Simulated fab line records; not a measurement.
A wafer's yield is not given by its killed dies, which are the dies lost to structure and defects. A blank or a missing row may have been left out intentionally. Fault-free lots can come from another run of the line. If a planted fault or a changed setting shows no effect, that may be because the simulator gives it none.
fab line records    flow sky130
record lots=15  wafers=45  last_day=50
route steps=708 shown POLY_GATE@227 LDD_N@244 LDD_P@265 LDD_HVN@276
lots that met no fault: from a run of the same line without faults
start_h: hours from the record's opening day to when the first of the lot's shown wafers began    wait_h: time in hours since the lot's previous step    " same as the row above    L1.1+2: a row that stands for several wafers    - no value present, or no start provided    * or withheld: withheld    < > ~ a bound
route shown NAME@n: names a module that has steps shown in the file, with the first one's number in the route    usual: mean/standard deviation taken from wafers without a fault    same: alike in all rows    chamber/n: place in a boat    sites: each site's reading    _std_site: how widely they spread, as a standard deviation    _edge_site: inner sites' mean taken away from outer sites' mean    radius_mm: how far each site lies from the wafer's centre    mask NAME#n: copy n    behind: the tool/chamber that last shaped the wafer    hold: what put the lot on hold/how long, in hours/how the hold closed    device: which transistor (n, p or np) failed to switch    end of line: the route-end tests of the same wafers    step lacking rows: just its recipe    killed: count of dies lost to structure and defects at first sort (not the wafer's yield)    map: per-die view of a wafer (x killed, . not killed, _ where there is no die)
set.NAME: the run value of the setting; set.NAME@STEP: its run value at that earlier step    model.NAME: the simulator's own value behind a step, which no gauge read
steps of the route over a sample of lots; a table a step, a row a wafer
services: from which hour (start_h, from the record's first day; less than 0 if before it) a tool's chamber was out of use, for how many hours, and why
## steps
# step SKY_POLY_GATE_CD_MEAS_13
# recipe target_cd_nm=150
# usual cd_nm=150.8/1.1
lot.wafer  tool       chamber  start_h  wait_h  cd_nm
L878.2     cd_sem-01  -        370.73   -       150.8
L878.5     "          -        "        "       151.4
L878.6     "          -        "        "       149.3
L879.3     cd_sem-01  -        389.56   -       150.2
L879.5     "          -        "        "       150.8
L879.6     "          -        "        "       150.4
L881.2     cd_sem-01  -        398.81   -       151.5
L881.3     "          -        "        "       151.7
L881.4     "          -        "        "       152.8
L883.1     cd_sem-01  -        417.52   -       153.4
L883.3     "          -        "        "       152.4
L883.6     "          -        "        "       151.7
L884.1     cd_sem-02  -        425.07   -       149.9
L884.2     "          -        "        "       150.7
L884.4     "          -        "        "       150.3
L885.1     cd_sem-02  -        433.21   -       151.9
L885.2     "          -        "        "       152.7
L885.5     "          -        "        "       151.0
L886.1     cd_sem-01  -        438.41   -       149.7
L886.5     "          -        "        "       150.8
L886.6     "          -        "        "       150.8
L887.1     cd_sem-02  -        451.27   -       152.1
L887.3     "          -        "        "       151.0
L887.6     "          -        "        "       150.3
L888.4     cd_sem-02  -        457.98   -       149.6
L888.5     "          -        "        "       151.5
L888.6     "          -        "        "       149.9
L890.3     cd_sem-01  -        486.30   -       150.1
L890.5     "          -        "        "       151.0
L890.6     "          -        "        "       151.2
L895.2     cd_sem-02  -        523.43   -       148.3
L895.3     "          -        "        "       148.5
L895.5     "          -        "        "       149.0
L896.1     cd_sem-02  -        530.02   -       150.1
L896.3     "          -        "        "       150.9
L896.5     "          -        "        "       151.6
L897.3     cd_sem-01  -        541.66   -       152.4
L897.4     "          -        "        "       151.7
L897.6     "          -        "        "       152.2
L900.1     cd_sem-02  -        559.61   -       149.9
L900.2     "          -        "        "       149.4
L900.5     "          -        "        "       150.1
L901.3     cd_sem-01  -        568.33   -       151.0
L901.5     "          -        "        "       151.8
L901.6     "          -        "        "       150.8
# step SKY_LDD_N_OVL_MEAS_07
# usual LDD_N_OVL=0.4/1.3
lot.wafer  tool        chamber  start_h  wait_h  LDD_N_OVL[nm]
L878.2     overlay-01  -        400.76   0.1     1.3
L878.5     "           -        "        "       0.6
L878.6     "           -        "        "       1.2
L879.3     overlay-01  -        421.12   0.1     1.0
L879.5     "           -        "        "       -0.1
L879.6     "           -        "        "       -0.2
L881.2     overlay-02  -        430.96   0.1     -2.9
L881.3     "           -        "        "       -2.4
L881.4     "           -        "        "       -2.0
L883.1     overlay-01  -        449.67   0.1     -1.6
L883.3     "           -        "        "       0.8
L883.6     "           -        "        "       -0.1
L884.1     overlay-01  -        460.31   0.1     -1.3
L884.2     "           -        "        "       -0.1
L884.4     "           -        "        "       -0.5
L885.1     overlay-01  -        466.41   0.1     1.2
L885.2     "           -        "        "       0.8
L885.5     "           -        "        "       1.9
L886.1     overlay-01  -        472.37   0.1     1.2
L886.5     "           -        "        "       1.1
L886.6     "           -        "        "       0.9
L887.1     overlay-01  -        484.06   0.1     -2.0
L887.3     "           -        "        "       -2.5
L887.6     "           -        "        "       -0.9
L888.4     overlay-01  -        491.22   0.1     1.8
L888.5     "           -        "        "       0.9
L888.6     "           -        "        "       -0.3
L890.3     overlay-02  -        518.67   0.1     1.4
L890.5     "           -        "        "       1.5
L890.6     "           -        "        "       -0.1
L895.2     overlay-02  -        554.93   0.1     -0.5
L895.3     "           -        "        "       0.2
L895.5     "           -        "        "       -0.2
L896.1     overlay-01  -        561.70   0.1     1.3
L896.3     "           -        "        "       0.4
L896.5     "           -        "        "       2.5
L897.3     overlay-01  -        573.97   0.1     2.6
L897.4     "           -        "        "       1.9
L897.6     "           -        "        "       2.7
L900.1     overlay-01  -        591.45   0.1     1.1
L900.2     "           -        "        "       0.6
L900.5     "           -        "        "       0.6
L901.3     overlay-02  -        599.37   0.1     1.2
L901.5     "           -        "        "       1.3
L901.6     "           -        "        "       1.0
# step SKY_LDD_P_STRIP_10
# recipe chemistry=O2/N2  power_w=1400  pressure_mtorr=1500  platen_temp_c=withheld  o2_flow_sccm=3000  n2_flow_sccm=300  overash_fraction=0.5
# usual chamber_pressure_mTorr=1500.0/1.3  drypump_motor_current_A=5.9/0.66  oes_product_au=0.715/0.0044  strip_time_to_endpoint_s=14.19/0.04
lot.wafer  tool             chamber  start_h  wait_h  chamber_pressure_mTorr  drypump_motor_current_A  oes_product_au  rf_hours_counter_h  strip_time_to_endpoint_s
L878.2     plasma_asher-02  1        432.80   0.1     1497.9                  4.9                      0.717           30                  14.19
L878.5     "                1        "        "       1500.2                  4.9                      0.715           -                   14.19
L878.6     "                0        "        "       1500.6                  6.5                      0.718           -                   14.19
L879.3     plasma_asher-02  0        452.85   0.1     1497.4                  6.6                      0.716           -                   14.17
L879.5     "                1        "        "       1501.2                  4.9                      0.714           -                   14.15
L879.6     "                0        "        "       1500.5                  6.6                      0.718           -                   14.14
L881.2     plasma_asher-02  1        463.23   0.1     1501.8                  4.9                      0.710           33                  14.17
L881.3     "                0        "        "       1501.1                  6.6                      0.721           -                   14.18
L881.4     "                1        "        "       1502.3                  4.9                      0.716           -                   14.18
L883.1     plasma_asher-02  1        482.08   0.1     1499.9                  4.9                      0.718           35                  14.23
L883.3     "                0        "        "       1499.0                  6.6                      0.711           -                   14.26
L883.6     "                0        "        "       1498.5                  6.5                      0.714           -                   14.23
L884.1     plasma_asher-03  0        492.18   0.1     1500.2                  6.1                      0.713           69                  14.21
L884.2     "                1        "        "       1499.0                  6.3                      0.719           69                  14.15
L884.4     "                0        "        "       1500.4                  6.0                      0.715           -                   14.22
L885.1     plasma_asher-03  0        498.50   0.1     1500.6                  6.1                      0.717           69                  14.18
L885.2     "                1        "        "       1499.4                  6.3                      0.715           69                  14.17
L885.5     "                0        "        "       1498.9                  6.1                      0.715           -                   14.12
L886.1     plasma_asher-03  1        505.05   0.1     1501.8                  6.3                      0.712           70                  14.19
L886.5     "                1        "        "       1499.0                  6.3                      0.718           -                   14.21
L886.6     "                0        "        "       1499.0                  6.1                      0.721           -                   14.19
L887.1     plasma_asher-02  0        516.36   0.1     1502.3                  6.6                      0.708           39                  14.16
L887.3     "                1        "        "       1502.2                  4.9                      0.720           -                   14.25
L887.6     "                0        "        "       1501.1                  6.6                      0.710           -                   14.19
L888.4     plasma_asher-03  1        523.21   0.1     1500.6                  6.3                      0.723           -                   14.18
L888.5     "                1        "        "       1499.7                  6.3                      0.721           -                   14.16
L888.6     "                0        "        "       1499.5                  6.1                      0.712           -                   14.21
L890.3     plasma_asher-01  1        549.76   0.1     1501.3                  5.7                      0.706           -                   14.15
L890.5     "                1        "        "       1500.9                  5.7                      0.718           -                   14.15
L890.6     "                0        "        "       1500.4                  5.9                      0.722           -                   14.18
L895.2     plasma_asher-02  1        586.15   0.1     -                       -                        -               -                   -
L895.3     "                1        "        "       -                       -                        -               -                   -
L895.5     "                0        "        "       -                       -                        -               -                   -
L896.1     plasma_asher-03  0        592.71   0.1     -                       -                        -               -                   -
L896.3     "                0        "        "       -                       -                        -               -                   -
L896.5     "                1        "        "       -                       -                        -               -                   -
L897.3     plasma_asher-02  1        604.31   0.1     -                       -                        -               -                   -
L897.4     "                0        "        "       -                       -                        -               -                   -
L897.6     "                0        "        "       -                       -                        -               -                   -
L900.1     plasma_asher-02  0        621.41   0.1     1499.2                  6.5                      0.714           49                  14.18
L900.2     "                1        "        "       1499.9                  4.9                      0.712           49                  14.22
L900.5     "                1        "        "       1498.8                  4.9                      0.717           -                   14.15
L901.3     plasma_asher-02  1        629.38   0.1     1501.9                  4.9                      0.710           -                   14.12
L901.5     "                0        "        "       1498.7                  6.6                      0.709           -                   14.13
L901.6     "                1        "        "       1499.9                  4.9                      0.721           -                   14.16
# step SKY_LDD_P_TW_MEAS_11
# usual LDD_P_TW=643/5.2
lot.wafer  tool           chamber  start_h  wait_h  LDD_P_TW
L878.2     film_metro-02  -        432.91   0.1     640
L878.5     "              -        "        "       647
L878.6     "              -        "        "       642
L879.3     film_metro-02  -        452.93   0.1     645
L879.5     "              -        "        "       648
L879.6     "              -        "        "       649
L881.2     film_metro-03  -        463.34   0.1     643
L881.3     "              -        "        "       643
L881.4     "              -        "        "       643
L883.1     film_metro-02  -        482.18   0.1     646
L883.3     "              -        "        "       639
L883.6     "              -        "        "       646
L884.1     film_metro-02  -        492.28   0.1     641
L884.2     "              -        "        "       645
L884.4     "              -        "        "       644
L885.1     film_metro-03  -        498.60   0.1     640
L885.2     "              -        "        "       639
L885.5     "              -        "        "       642
L886.1     film_metro-03  -        505.15   0.1     641
L886.5     "              -        "        "       640
L886.6     "              -        "        "       639
L887.1     film_metro-02  -        516.46   0.1     646
L887.3     "              -        "        "       644
L887.6     "              -        "        "       650
L888.4     film_metro-03  -        523.31   0.1     637
L888.5     "              -        "        "       641
L888.6     "              -        "        "       641
L890.3     film_metro-02  -        549.85   0.1     646
L890.5     "              -        "        "       644
L890.6     "              -        "        "       648
L895.2     film_metro-02  -        586.26   0.1     648
L895.3     "              -        "        "       649
L895.5     "              -        "        "       648
L896.1     film_metro-02  -        592.81   0.1     648
L896.3     "              -        "        "       648
L896.5     "              -        "        "       650
L897.3     film_metro-03  -        604.40   0.1     645
L897.4     "              -        "        "       638
L897.6     "              -        "        "       642
L900.1     film_metro-02  -        621.51   0.1     649
L900.2     "              -        "        "       645
L900.5     "              -        "        "       646
L901.3     film_metro-03  -        629.47   0.1     639
L901.5     "              -        "        "       639
L901.6     "              -        "        "       637
# step SKY_LDD_HVN_STRIP_09
# recipe chemistry=O2/N2  power_w=1400  pressure_mtorr=1500  platen_temp_c=withheld  o2_flow_sccm=3000  n2_flow_sccm=300  overash_fraction=0.5
# usual chamber_pressure_mTorr=1500.1/1.3  drypump_motor_current_A=6.2/0.51  oes_product_au=0.408/0.0048  strip_time_to_endpoint_s=4.133/0.014
lot.wafer  tool             chamber  start_h  wait_h  chamber_pressure_mTorr  drypump_motor_current_A  oes_product_au  rf_hours_counter_h  strip_time_to_endpoint_s
L878.2     plasma_asher-02  1        463.78   0.1     1499.6                  4.9                      0.409           34                  4.114
L878.5     "                1        "        "       1500.6                  4.9                      0.408           -                   4.118
L878.6     "                0        "        "       1499.7                  6.6                      0.402           -                   4.137
L879.3     plasma_asher-03  0        483.66   0.1     1500.9                  6.1                      0.407           -                   4.149
L879.5     "                1        "        "       1501.6                  6.3                      0.418           -                   4.151
L879.6     "                0        "        "       1500.7                  6.1                      0.407           -                   4.148
L881.2     plasma_asher-04  0        493.88   0.1     1500.5                  6.4                      0.408           7                   4.135
L881.3     "                0        "        "       1501.1                  6.4                      0.416           -                   4.119
L881.4     "                1        "        "       1502.1                  6.5                      0.403           -                   4.124
L883.1     plasma_asher-04  1        512.88   0.1     1498.6                  6.4                      0.405           9                   4.128
L883.3     "                0        "        "       1502.4                  6.5                      0.404           -                   4.118
L883.6     "                0        "        "       1501.3                  6.5                      0.403           -                   4.143
L884.1     plasma_asher-03  1        521.99   0.1     1499.3                  6.3                      0.403           72                  4.114
L884.2     "                0        "        "       1498.4                  6.1                      0.403           72                  4.131
L884.4     "                0        "        "       1502.2                  6.1                      0.400           -                   4.133
L885.1     plasma_asher-04  0        528.09   0.1     1499.5                  6.4                      0.405           10                  4.152
L885.2     "                1        "        "       1501.7                  6.4                      0.408           10                  4.152
L885.5     "                0        "        "       1499.8                  6.4                      0.416           -                   4.161
L886.1     plasma_asher-04  0        535.39   0.1     1499.3                  6.4                      0.402           11                  4.126
L886.5     "                1        "        "       1502.0                  6.4                      0.409           -                   4.142
L886.6     "                0        "        "       1500.3                  6.4                      0.407           -                   4.137
L887.1     plasma_asher-02  1        547.18   0.1     1502.9                  4.9                      0.412           42                  4.131
L887.3     "                1        "        "       1497.4                  4.9                      0.420           -                   4.166
L887.6     "                0        "        "       1500.2                  6.6                      0.411           -                   4.121
L888.4     plasma_asher-04  1        552.51   0.1     1500.8                  6.4                      0.416           -                   4.133
L888.5     "                1        "        "       1502.0                  6.4                      0.407           -                   4.146
L888.6     "                0        "        "       1499.7                  6.5                      0.412           -                   4.147
L890.3     plasma_asher-03  1        579.73   0.1     1499.5                  6.3                      0.411           -                   4.115
L890.5     "                1        "        "       1502.7                  6.3                      0.410           -                   4.116
L890.6     "                0        "        "       1500.5                  6.1                      0.405           -                   4.112
L895.2     plasma_asher-03  1        614.94   0.1     1501.7                  6.3                      0.716           81                  21.697
L895.3     "                1        "        "       1498.6                  6.3                      0.714           -                   21.746
L895.5     "                0        "        "       1499.4                  6.1                      0.715           -                   21.755
L896.1     plasma_asher-04  0        621.68   0.1     1501.2                  6.5                      0.710           20                  21.756
L896.3     "                1        "        "       1498.7                  6.4                      0.715           -                   21.754
L896.5     "                0        "        "       1498.1                  6.4                      0.721           -                   21.769
L897.3     plasma_asher-03  1        633.68   0.1     1501.1                  6.3                      0.724           -                   21.669
L897.4     "                0        "        "       1497.9                  6.1                      0.713           -                   21.690
L897.6     "                1        "        "       1498.4                  6.3                      0.713           -                   21.702
L900.1     plasma_asher-02  0        650.53   0.1     1500.0                  6.6                      0.416           52                  4.142
L900.2     "                1        "        "       1500.4                  4.9                      0.406           52                  4.132
L900.5     "                1        "        "       1499.9                  4.9                      0.414           -                   4.133
L901.3     plasma_asher-04  1        657.87   0.1     1500.0                  6.4                      0.400           -                   4.135
L901.5     "                1        "        "       1497.8                  6.5                      0.411           -                   4.133
L901.6     "                0        "        "       1498.7                  6.5                      0.410           -                   4.119
# step SKY_LDD_HVN_TW_MEAS_10
# usual LDD_HVN_TW=1444/12
lot.wafer  tool           chamber  start_h  wait_h  LDD_HVN_TW
L878.2     film_metro-04  -        463.89   0.1     1437
L878.5     "              -        "        "       1439
L878.6     "              -        "        "       1438
L879.3     film_metro-01  -        483.75   0.1     1455
L879.5     "              -        "        "       1454
L879.6     "              -        "        "       1448
L881.2     film_metro-01  -        493.99   0.1     1446
L881.3     "              -        "        "       1452
L881.4     "              -        "        "       1453
L883.1     film_metro-04  -        512.98   0.1     1436
L883.3     "              -        "        "       1438
L883.6     "              -        "        "       1433
L884.1     film_metro-01  -        522.10   0.1     1456
L884.2     "              -        "        "       1447
L884.4     "              -        "        "       1446
L885.1     film_metro-01  -        528.19   0.1     1451
L885.2     "              -        "        "       1450
L885.5     "              -        "        "       1457
L886.1     film_metro-04  -        535.49   0.1     1431
L886.5     "              -        "        "       1431
L886.6     "              -        "        "       1436
L887.1     film_metro-04  -        547.28   0.1     1430
L887.3     "              -        "        "       1431
L887.6     "              -        "        "       1433
L888.4     film_metro-04  -        552.61   0.1     1423
L888.5     "              -        "        "       1425
L888.6     "              -        "        "       1435
L890.3     film_metro-04  -        579.81   0.1     1425
L890.5     "              -        "        "       1431
L890.6     "              -        "        "       1431
L895.2     film_metro-04  -        615.05   0.1     30
L895.3     "              -        "        "       30
L895.5     "              -        "        "       30
L896.1     film_metro-01  -        621.78   0.1     30
L896.3     "              -        "        "       30
L896.5     "              -        "        "       30
L897.3     film_metro-04  -        633.76   0.1     30
L897.4     "              -        "        "       30
L897.6     "              -        "        "       30
L900.1     film_metro-04  -        650.63   0.1     1449
L900.2     "              -        "        "       1446
L900.5     "              -        "        "       1449
L901.3     film_metro-04  -        657.98   0.1     1454
L901.5     "              -        "        "       1444
L901.6     "              -        "        "       1436
## services
tool             chamber  start_h  hours  kind
plasma_asher-04  -        413.98   1.1    repair
plasma_asher-02  -        417.11   0.5    repair
plasma_asher-04  -        421.25   9.0    pm
plasma_asher-04  0        421.25   9.0    vent_cycle
plasma_asher-04  1        421.25   9.0    vent_cycle
plasma_asher-04  0        430.25   -      clean
plasma_asher-04  1        430.25   -      clean
plasma_asher-01  -        445.88   14.6   pm
plasma_asher-04  -        586.69   2.5    repair
plasma_asher-02  -        604.89   8.3    repair
plasma_asher-03  -        616.61   0.9    repair
## key
first_sign step=SKY_LDD_P_STRIP_10  reading=tool_record  direction=missing
effect step=SKY_LDD_HVN_STRIP_09  reading=strip_time_to_endpoint_s  direction=up  sigmas=99+  usual=*  struck=*
effect step=SKY_LDD_HVN_TW_MEAS_10  reading=LDD_HVN_TW  direction=down  sigmas=99+  usual=1444  struck=30
met_at SKY_LDD_P_STRIP_10
struck_lots L895,L896,L897
sort_left_out L895.2,L895.3,L895.5,L896.1,L896.3,L896.5,L897.3,L897.4,L897.6
tester_left_out L895,L896,L897
not_acting_at SKY_POLY_GATE_CD_MEAS_13,SKY_LDD_N_OVL_MEAS_07,SKY_LDD_P_TW_MEAS_11
onset_between 523.21 586.15
fault kind=skipped_step_whole  tool=plasma_asher-02,plasma_asher-03  chamber=-  onset_h=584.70  steps=SKY_LDD_P_STRIP_10  scope=struck_lots_only
# tester_left_out: of these lots the tester's yield and bins aren't shown, on N5 and GAA mostly nor the transistor test; their killed dies are dies lost to structure and defects alone, not to doping, threshold or leakage, so they don't give the yield
# sort_left_out: the simulated sort isn't trusted on such a fault, so these wafers' sort isn't shown, and their yield isn't known
